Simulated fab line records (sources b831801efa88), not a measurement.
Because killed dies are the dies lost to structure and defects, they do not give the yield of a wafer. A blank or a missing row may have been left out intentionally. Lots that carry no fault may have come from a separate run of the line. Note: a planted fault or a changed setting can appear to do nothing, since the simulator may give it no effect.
What tool caused it? || flow sky130 || Sampling: 14 lots, 42 wafers, 4 of 708 route steps

== WHAT THE GAUGES SHOWED, per wafer ==
SKY_FIELD_ISO_BOW_MEAS_00. Usual: for INCOMING_BOW the level is -1 um and the standard deviation is 6.2.
{"lot": "L502", "measured": "day 1 10:01", "on": "film-metro-02", "INCOMING_BOW (um)": "-8 6 -11", "flag": ""}
{"lot": "L505", "measured": "day 2 01:00", "on": "film-metro-01", "INCOMING_BOW (um)": "5 -6 5", "flag": ""}
{"lot": "L507", "measured": "day 2 11:00", "on": "film-metro-02", "INCOMING_BOW (um)": "-4 6 3", "flag": ""}
{"lot": "L509", "measured": "day 2 21:01", "on": "film-metro-02", "INCOMING_BOW (um)": "6 -11 -6", "flag": ""}
{"lot": "L512", "measured": "day 3 12:01", "on": "film-metro-04", "INCOMING_BOW (um)": "-6 7 -6", "flag": ""}
{"lot": "L513", "measured": "day 3 17:01", "on": "film-metro-04", "INCOMING_BOW (um)": "12 -2 -2", "flag": ""}
{"lot": "L515", "measured": "day 4 03:00", "on": "film-metro-02", "INCOMING_BOW (um)": "-9 -6 3", "flag": ""}
{"lot": "L518", "measured": "day 4 18:00", "on": "film-metro-01", "INCOMING_BOW (um)": "-7 10 0", "flag": ""}
{"lot": "L520", "measured": "day 5 04:00", "on": "film-metro-02", "INCOMING_BOW (um)": "3 1 3", "flag": ""}
{"lot": "L521", "measured": "day 5 09:00", "on": "film-metro-01", "INCOMING_BOW (um)": "8 6 2", "flag": ""}
{"lot": "L522", "measured": "day 5 14:00", "on": "film-metro-04", "INCOMING_BOW (um)": "-10 7 -3", "flag": ""}
{"lot": "L523", "measured": "day 5 19:00", "on": "film-metro-02", "INCOMING_BOW (um)": "-6 -9 -3", "flag": ""}
{"lot": "L524", "measured": "day 6 00:00", "on": "film-metro-04", "INCOMING_BOW (um)": "4 -5 1", "flag": ""}
{"lot": "L525", "measured": "day 6 05:02", "on": "film-metro-04", "INCOMING_BOW (um)": "-5 -3 -2", "flag": ""}

SKY_NWELL_OVL_MEAS_23. Usual: for NWELL_01_OVL the level is 0.0 nm and the standard deviation is 1.5.
{"lot": "L502", "measured": "day 5 16:51", "on": "overlay-02", "NWELL_01_OVL (nm)": "0.3 1.2 0.6", "flag": ""}
{"lot": "L505", "measured": "day 6 04:27", "on": "overlay-02", "NWELL_01_OVL (nm)": "-1.2 -2.0 -2.2", "flag": ""}
{"lot": "L507", "measured": "day 6 09:33", "on": "overlay-02", "NWELL_01_OVL (nm)": "-1.5 -2.3 -2.3", "flag": ""}
{"lot": "L509", "measured": "day 7 02:13", "on": "overlay-02", "NWELL_01_OVL (nm)": "1.2 1.8 1.1", "flag": ""}
{"lot": "L512", "measured": "day 8 00:30", "on": "overlay-01", "NWELL_01_OVL (nm)": "-1.9 0.2 -0.9", "flag": ""}
{"lot": "L513", "measured": "day 7 23:57", "on": "overlay-01", "NWELL_01_OVL (nm)": "0.8 1.2 0.7", "flag": ""}
{"lot": "L515", "measured": "day 8 14:11", "on": "overlay-01", "NWELL_01_OVL (nm)": "1.1 -1.5 1.2", "flag": ""}
{"lot": "L518", "measured": "day 9 13:51", "on": "overlay-01", "NWELL_01_OVL (nm)": "-1.4 0.7 -0.3", "flag": ""}
{"lot": "L520", "measured": "day 9 22:00", "on": "overlay-02", "NWELL_01_OVL (nm)": "2.3 1.0 3.6", "flag": ""}
{"lot": "L521", "measured": "day 10 04:06", "on": "overlay-02", "NWELL_01_OVL (nm)": "1.2 1.7 0.8", "flag": ""}
{"lot": "L522", "measured": "day 10 07:08", "on": "overlay-02", "NWELL_01_OVL (nm)": "1.5 2.4 0.6", "flag": ""}
{"lot": "L523", "measured": "day 10 14:41", "on": "overlay-02", "NWELL_01_OVL (nm)": "-1.5 0.6 -0.3", "flag": ""}
{"lot": "L524", "measured": "day 10 21:03", "on": "overlay-01", "NWELL_01_OVL (nm)": "0.4 1.8 -0.1", "flag": ""}
{"lot": "L525", "measured": "day 11 02:19", "on": "overlay-01", "NWELL_01_OVL (nm)": "-1.2 -0.1 -0.6", "flag": ""}

== WHAT TOOL EACH LOT RAN ON (gives the tool, then ch and the chambers of the sampled wafers, and finally the start) ==
{"lot": "L502", "SKY_FIELD_ISO_ETCH_15": "rie-diel-01 ch 1,2,3, day 2 05:07", "SKY_FIELD_ISO_WET_ETCH_30": "wet-bench-02 ch 0, day 2 15:44"}
{"lot": "L505", "SKY_FIELD_ISO_ETCH_15": "rie-diel-04 ch 1,3, day 2 21:04", "SKY_FIELD_ISO_WET_ETCH_30": "wet-bench-02 ch 0, day 3 04:24"}
{"lot": "L507", "SKY_FIELD_ISO_ETCH_15": "rie-diel-02 ch 2,3, day 3 04:56", "SKY_FIELD_ISO_WET_ETCH_30": "wet-bench-01 ch 3, day 3 12:19"}
{"lot": "L509", "SKY_FIELD_ISO_ETCH_15": "rie-diel-04 ch 1,2,3, day 3 19:07", "SKY_FIELD_ISO_WET_ETCH_30": "wet-bench-03 ch 0, day 4 00:38"}
{"lot": "L512", "SKY_FIELD_ISO_ETCH_15": "rie-diel-02 ch 0,1,3, day 4 09:49", "SKY_FIELD_ISO_WET_ETCH_30": "wet-bench-01 ch 0, day 4 17:38"}
{"lot": "L513", "SKY_FIELD_ISO_ETCH_15": "rie-diel-02 ch 1,2, day 4 13:19", "SKY_FIELD_ISO_WET_ETCH_30": "wet-bench-01 ch 1, day 4 20:33"}
{"lot": "L515", "SKY_FIELD_ISO_ETCH_15": "rie-diel-01 ch 0,1,3, day 5 00:13", "SKY_FIELD_ISO_WET_ETCH_30": "wet-bench-03 ch 3, day 5 07:06"}
{"lot": "L518", "SKY_FIELD_ISO_ETCH_15": "rie-diel-04 ch 0,2, day 5 19:04", "SKY_FIELD_ISO_WET_ETCH_30": "wet-bench-02 ch 2, day 6 00:58"}
{"lot": "L520", "SKY_FIELD_ISO_ETCH_15": "rie-diel-02 ch 0,3, day 6 03:22", "SKY_FIELD_ISO_WET_ETCH_30": "wet-bench-02 ch 3, day 6 10:31"}
{"lot": "L521", "SKY_FIELD_ISO_ETCH_15": "rie-diel-02 ch 0,1, day 6 09:04", "SKY_FIELD_ISO_WET_ETCH_30": "wet-bench-02 ch 0, day 6 15:13"}
{"lot": "L522", "SKY_FIELD_ISO_ETCH_15": "rie-diel-02 ch 2,3, day 6 13:19", "SKY_FIELD_ISO_WET_ETCH_30": "wet-bench-02 ch 3, day 6 19:05"}
{"lot": "L523", "SKY_FIELD_ISO_ETCH_15": "rie-diel-02 ch 1,2, day 6 18:07", "SKY_FIELD_ISO_WET_ETCH_30": "wet-bench-03 ch 2, day 6 23:28"}
{"lot": "L524", "SKY_FIELD_ISO_ETCH_15": "rie-diel-01 ch 0,2, day 6 22:58", "SKY_FIELD_ISO_WET_ETCH_30": "wet-bench-02 ch 3, day 7 06:52"}
{"lot": "L525", "SKY_FIELD_ISO_ETCH_15": "rie-diel-04 ch 1,2,3, day 7 05:04", "SKY_FIELD_ISO_WET_ETCH_30": "wet-bench-01 ch 1, day 7 09:59"}
- SKY_FIELD_ISO_ETCH_15: etches the open film in CHF3/O2, stops on Si, target depth 180 nm, time 72 s.
- SKY_FIELD_ISO_WET_ETCH_30: etches SiO2 in dHF, target depth 25 nm, time 50 s.

== AS READ BY THE TOOLS THEMSELVES (means over the sampled wafers that have a number; for cases with no such wafer, the mark the record gives instead) ==
SKY_FIELD_ISO_ETCH_15. Usual: drypump-motor-current-A 5.82 A, standard deviation 0.27; oes-product-au 0.945 a.u., standard deviation 0.0062; run-length-s 100.2 s, standard deviation 0.53; throttle-valve-pct 8.845 %, standard deviation 0.0091.
{"lot": "L502", "tool": "rie-diel-01", "drypump-motor-current-A (A)": 5.70, "oes-product-au (a.u.)": 0.940, "run-length-s (s)": 99.8, "throttle-valve-pct (%)": 8.846, "flag": ""}
{"lot": "L505", "tool": "rie-diel-04", "drypump-motor-current-A (A)": 5.70, "oes-product-au (a.u.)": 0.943, "run-length-s (s)": 99.9, "throttle-valve-pct (%)": 8.846, "flag": ""}
{"lot": "L507", "tool": "rie-diel-02", "drypump-motor-current-A (A)": 5.70, "oes-product-au (a.u.)": 0.944, "run-length-s (s)": 100.6, "throttle-valve-pct (%)": 8.844, "flag": ""}
{"lot": "L509", "tool": "rie-diel-04", "drypump-motor-current-A (A)": 5.75, "oes-product-au (a.u.)": 0.947, "run-length-s (s)": 100.2, "throttle-valve-pct (%)": 8.847, "flag": ""}
{"lot": "L512", "tool": "rie-diel-02", "drypump-motor-current-A (A)": 5.77, "oes-product-au (a.u.)": 0.942, "run-length-s (s)": 100.4, "throttle-valve-pct (%)": 8.839, "flag": ""}
{"lot": "L513", "tool": "rie-diel-02", "drypump-motor-current-A (A)": 5.78, "oes-product-au (a.u.)": 0.943, "run-length-s (s)": 100.1, "throttle-valve-pct (%)": 8.843, "flag": ""}
{"lot": "L515", "tool": "rie-diel-01", "drypump-motor-current-A (A)": 5.57, "oes-product-au (a.u.)": 0.936, "run-length-s (s)": 100.0, "throttle-valve-pct (%)": 8.846, "flag": ""}
{"lot": "L518", "tool": "rie-diel-04", "drypump-motor-current-A (A)": 6.31, "oes-product-au (a.u.)": 0.950, "run-length-s (s)": 100.6, "throttle-valve-pct (%)": 8.845, "flag": ""}
{"lot": "L520", "tool": "rie-diel-02", "drypump-motor-current-A (A)": 5.85, "oes-product-au (a.u.)": 0.941, "run-length-s (s)": 100.6, "throttle-valve-pct (%)": 8.850, "flag": ""}
{"lot": "L521", "tool": "rie-diel-02", "drypump-motor-current-A (A)": 5.80, "oes-product-au (a.u.)": 0.949, "run-length-s (s)": 100.0, "throttle-valve-pct (%)": 8.854, "flag": ""}
{"lot": "L522", "tool": "rie-diel-02", "drypump-motor-current-A (A)": 5.82, "oes-product-au (a.u.)": 0.940, "run-length-s (s)": 100.4, "throttle-valve-pct (%)": 8.850, "flag": ""}
{"lot": "L523", "tool": "rie-diel-02", "drypump-motor-current-A (A)": 5.81, "oes-product-au (a.u.)": 0.951, "run-length-s (s)": 99.8, "throttle-valve-pct (%)": 8.848, "flag": ""}
{"lot": "L524", "tool": "rie-diel-01", "drypump-motor-current-A (A)": 5.90, "oes-product-au (a.u.)": 0.938, "run-length-s (s)": 100.6, "throttle-valve-pct (%)": 8.845, "flag": ""}
{"lot": "L525", "tool": "rie-diel-04", "drypump-motor-current-A (A)": 5.75, "oes-product-au (a.u.)": 0.943, "run-length-s (s)": 100.2, "throttle-valve-pct (%)": 8.850, "flag": ""}

SKY_FIELD_ISO_WET_ETCH_30. Usual: run-length-s reads 79 s (standard deviation 3.3).
{"lot": "L502", "tool": "wet-bench-02", "run-length-s (s)": 82, "flag": ""}
{"lot": "L505", "tool": "wet-bench-02", "run-length-s (s)": 76, "flag": ""}
{"lot": "L507", "tool": "wet-bench-01", "run-length-s (s)": 82, "flag": ""}
{"lot": "L509", "tool": "wet-bench-03", "run-length-s (s)": 77, "flag": ""}
{"lot": "L512", "tool": "wet-bench-01", "run-length-s (s)": 57, "flag": "OFF"}
{"lot": "L513", "tool": "wet-bench-01", "run-length-s (s)": 58, "flag": "OFF"}
{"lot": "L515", "tool": "wet-bench-03", "run-length-s (s)": 82, "flag": ""}
{"lot": "L518", "tool": "wet-bench-02", "run-length-s (s)": 78, "flag": ""}
{"lot": "L520", "tool": "wet-bench-02", "run-length-s (s)": 75, "flag": ""}
{"lot": "L521", "tool": "wet-bench-02", "run-length-s (s)": 75, "flag": ""}
{"lot": "L522", "tool": "wet-bench-02", "run-length-s (s)": 75, "flag": ""}
{"lot": "L523", "tool": "wet-bench-03", "run-length-s (s)": 75, "flag": ""}
{"lot": "L524", "tool": "wet-bench-02", "run-length-s (s)": 74, "flag": ""}
{"lot": "L525", "tool": "wet-bench-01", "run-length-s (s)": 81, "flag": ""}

== THE ANSWER, worked out from the rows above alone ==
Rule: a lot counts as off when the mean over its wafers that have a number is more than 3 standard deviations away from the usual mean. A lot without any number at a reading at which 4 lots or more have one is off too. The other lots that the step has rows for count as sound. First the gauges in route order, then the tools' own readings, where a lot's mean is used as printed above. At the first step where some lot is off, the reading lying furthest off is the one used; lots without a number count as furthest.
Off, at SKY_FIELD_ISO_WET_ETCH_30 on run-length-s: L512, L513.
A tool fits if, at that step or a process step before it, it ran every lot that is off, and no sound lot after the first of them. No candidate that was tried fits.

== WHAT THE SIMULATOR PUT IN ==
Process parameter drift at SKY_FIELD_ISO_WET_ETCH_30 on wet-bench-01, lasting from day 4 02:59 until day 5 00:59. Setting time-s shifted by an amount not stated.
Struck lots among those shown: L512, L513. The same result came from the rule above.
